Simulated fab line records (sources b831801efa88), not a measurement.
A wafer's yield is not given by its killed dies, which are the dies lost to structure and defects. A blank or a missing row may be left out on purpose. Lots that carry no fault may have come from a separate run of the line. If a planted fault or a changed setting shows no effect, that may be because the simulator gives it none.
What tool caused it? ; flow sky130 ; 13 lots with 39 wafers sampled at 5 steps, on a route of 708 steps

## WHAT EACH GAUGE READ, for each wafer
The record lacks any reading of a measuring or inspecting step that a usual standard deviation could be used to judge.

## TOOL THAT RAN EACH LOT (tool first, then ch and the chambers of the sampled wafers, then the start)
lot;SKY_GATE_OXIDE_WET_ETCH_12;SKY_VIA4_ETCH_12;SKY_METAL5_SPUTTER_03;SKY_METAL5_DESCUM_14;SKY_PAD_OPEN_PROBE_99
L592;wetBench-02 ch 0, day 13 22:16;rieDiel-03 ch 0,1,2, day 42 21:02;pvdSputter-02, day 42 22:31;rieMetal-03 ch 0, day 43 21:48;-
L593;wetBench-02 ch 0, day 14 08:37;rieDiel-02 ch 0,2,3, day 43 06:56;pvdSputter-02, day 43 08:23;rieMetal-01 ch 0,1, day 44 06:53;-
L594;wetBench-01 ch 1, day 14 19:26;rieDiel-03 ch 0,1, day 43 15:07;pvdSputter-01, day 43 16:34;rieMetal-03 ch 0,1, day 44 14:22;-
L595;wetBench-02 ch 0, day 15 00:04;rieDiel-02 ch 0,2,3, day 43 16:44;pvdSputter-03, day 43 18:14;rieMetal-01 ch 0,1, day 44 16:41;-
L596;wetBench-01 ch 0, day 15 10:34;rieDiel-02 ch 1,3, day 44 04:53;pvdSputter-02, day 44 06:20;rieMetal-02 ch 1, day 45 04:11;-
L601;wetBench-02 ch 2, day 17 08:17;rieDiel-04 ch 0,2,3, day 45 13:50;pvdSputter-03, day 45 15:22;rieMetal-03 ch 0, day 46 11:34;prober-02, day 48 06:38
L602;wetBench-02 ch 2, day 17 13:50;rieDiel-04 ch 0,2, day 45 15:34;pvdSputter-01, day 45 17:07;rieMetal-02 ch 0,1, day 46 13:43;prober-01, day 48 08:39
L605;wetBench-03 ch 1, day 19 01:26;rieDiel-04 ch 0,1, day 46 18:59;pvdSputter-02, day 46 20:26;rieMetal-03 ch 1, day 47 16:35;-
L609;wetBench-01 ch 1, day 20 15:05;rieDiel-04 ch 0,1,3, day 47 20:35;pvdSputter-02, day 47 22:02;rieMetal-01 ch 0,1, day 48 16:46;-
L610;wetBench-01 ch 3, day 21 00:20;rieDiel-04 ch 0,3, day 48 00:17;pvdSputter-02, day 48 02:01;rieMetal-02 ch 0,1, day 48 20:04;-
L611;wetBench-02 ch 3, day 21 02:02;rieDiel-03 ch 1,2, day 48 01:23;pvdSputter-01, day 48 03:09;rieMetal-01 ch 0,1, day 48 21:31;-
L612;wetBench-01 ch 0, day 21 10:23;rieDiel-03 ch 0,1,2, day 48 08:05;pvdSputter-01, day 48 09:35;rieMetal-01 ch 0,1, day 49 02:59;-
L614;wetBench-02 ch 0, day 21 17:13;rieDiel-02 ch 2,3, day 48 12:16;pvdSputter-03, day 48 14:14;rieMetal-03 ch 0, day 49 07:56;-
- SKY_GATE_OXIDE_WET_ETCH_12: etches SiO2 in dHF, target depth 16.8 nm, time 336 s.
- SKY_VIA4_ETCH_12: etches SiO2 in C4F8/O2/Ar, stops on TiN, target depth 580 nm.
- SKY_METAL5_SPUTTER_03: material Ti, target thk 5 nm, time 3.3 s.
- SKY_METAL5_DESCUM_14: chemistry O2, time 11 s.
- SKY_PAD_OPEN_PROBE_99

## AS READ BY THE TOOLS THEMSELVES (means over the sampled wafers that have a number; for cases with no such wafer, the mark the record gives instead)
SKY_GATE_OXIDE_WET_ETCH_12. Usual: tempC reads 25.02 C (standard deviation 0.1).
lot;tool;tempC (C);flag
L592;wetBench-02;25.03;
L593;wetBench-02;24.91;
L594;wetBench-01;24.95;
L595;wetBench-02;25.13;
L596;wetBench-01;25.16;
L601;wetBench-02;24.87;
L602;wetBench-02;25.03;
L605;wetBench-03;25.01;
L609;wetBench-01;25.08;
L610;wetBench-01;24.99;
L611;wetBench-02;25.03;
L612;wetBench-01;25.01;
L614;wetBench-02;24.95;

SKY_VIA4_ETCH_12. Usual: oesProductAu 0.926 a.u., standard deviation 0.0053; rfFwdPowerW 1491 W, standard deviation 4.7.
lot;tool;oesProductAu (a.u.);rfFwdPowerW (W);flag
L592;rieDiel-03;0.925;1494;
L593;rieDiel-02;0.925;1489;
L594;rieDiel-03;0.923;1491;
L595;rieDiel-02;0.929;1491;
L596;rieDiel-02;0.932;1496;
L601;rieDiel-04;0.927;1494;
L602;rieDiel-04;0.929;1493;
L605;rieDiel-04;0.929;1491;
L609;rieDiel-04;0.925;1488;
L610;rieDiel-04;0.921;1493;
L611;rieDiel-03;0.928;1490;
L612;rieDiel-03;0.925;1494;
L614;rieDiel-02;0.923;1488;

SKY_METAL5_SPUTTER_03. Usual: throttleValvePct reads 30.4 % (standard deviation 1.3).
lot;tool;throttleValvePct (%);flag
L592;pvdSputter-02;31.5;
L593;pvdSputter-02;30.1;
L594;pvdSputter-01;29.3;
L595;pvdSputter-03;31.0;
L596;pvdSputter-02;31.5;
L601;pvdSputter-03;29.4;
L602;pvdSputter-01;30.2;
L605;pvdSputter-02;31.2;
L609;pvdSputter-02;30.5;
L610;pvdSputter-02;32.4;
L611;pvdSputter-01;30.4;
L612;pvdSputter-01;30.0;
L614;pvdSputter-03;28.7;

SKY_METAL5_DESCUM_14. Usual: drypumpMotorCurrentA 5.7 A, standard deviation 0.34; oesProductAu 1.010 a.u., standard deviation 0.013; rfFwdPowerW 147.0 W, standard deviation 0.75; tempC 39.99 C, standard deviation 0.12.
lot;tool;drypumpMotorCurrentA (A);oesProductAu (a.u.);rfFwdPowerW (W);tempC (C);flag
L592;rieMetal-03;5.7;1.014;147.8;40.04;
L593;rieMetal-01;5.7;1.000;146.6;39.81;
L594;rieMetal-03;5.9;1.009;147.1;40.10;
L595;rieMetal-01;5.6;0.995;146.3;39.97;
L596;rieMetal-02;5.4;0.984;146.3;39.96;
L601;rieMetal-03;5.7;1.023;147.1;40.00;
L602;rieMetal-02;5.5;1.013;146.8;40.00;
L605;rieMetal-03;6.0;1.013;147.6;39.95;
L609;rieMetal-01;5.6;1.001;146.5;39.93;
L610;rieMetal-02;5.6;1.027;145.5;40.01;
L611;rieMetal-01;6.0;1.005;146.4;40.01;
L612;rieMetal-01;6.0;0.999;147.1;40.01;
L614;rieMetal-03;5.7;1.018;147.4;40.05;

SKY_PAD_OPEN_PROBE_99. Usual: killed_at_M0_to_M3 44, standard deviation 7.3; killed_at_M4_up 3.1, standard deviation 1.6; killedAtContacts 24, standard deviation 5.4; killedAtFrontEnd 15, standard deviation 4; killedAtOther 0.2, standard deviation 0.49; killedDies 86, standard deviation 10; killedOpen 48, standard deviation 7.3; killedShort 38, standard deviation 6.3.
lot;tool;killed_at_M0_to_M3;killed_at_M4_up;killedAtContacts;killedAtFrontEnd;killedAtOther;killedDies;killedOpen;killedShort;flag
L601;prober-02;48;3.0;22;61;0.0;134;44;41;OFF
L602;prober-01;41;2.7;23;65;0.3;132;46;34;OFF

## THE ANSWER, worked out from the rows above alone
Rule: a lot is off if the mean of its wafers that have a number lies more than 3 standard deviations from the usual mean. Also off: a lot with no number at a reading for which 4 or more lots have one. All remaining lots with rows at the step are treated as sound. Order of review: gauges by route order, followed by the tools' own readings, for which a lot's mean as printed above is used. At the first step where some lot is off, the reading lying furthest off is the one used; lots without a number count as furthest.
Off: L601, L602, at SKY_PAD_OPEN_PROBE_99 (killedAtFrontEnd). Neither off nor sound, because the step has no rows for them: L592, L593, L594, L595, L596, L605, L609, L610, L611, L612, L614.
If a tool, at that step or one of the process steps before it, ran each lot that is off and ran no sound lot following the first of them, it fits. Undecided on this evidence; 2 tools fit (wetBench-02 at SKY_GATE_OXIDE_WET_ETCH_12, rieDiel-04 at SKY_VIA4_ETCH_12).

## WHAT THE SIMULATOR HAD INSERTED
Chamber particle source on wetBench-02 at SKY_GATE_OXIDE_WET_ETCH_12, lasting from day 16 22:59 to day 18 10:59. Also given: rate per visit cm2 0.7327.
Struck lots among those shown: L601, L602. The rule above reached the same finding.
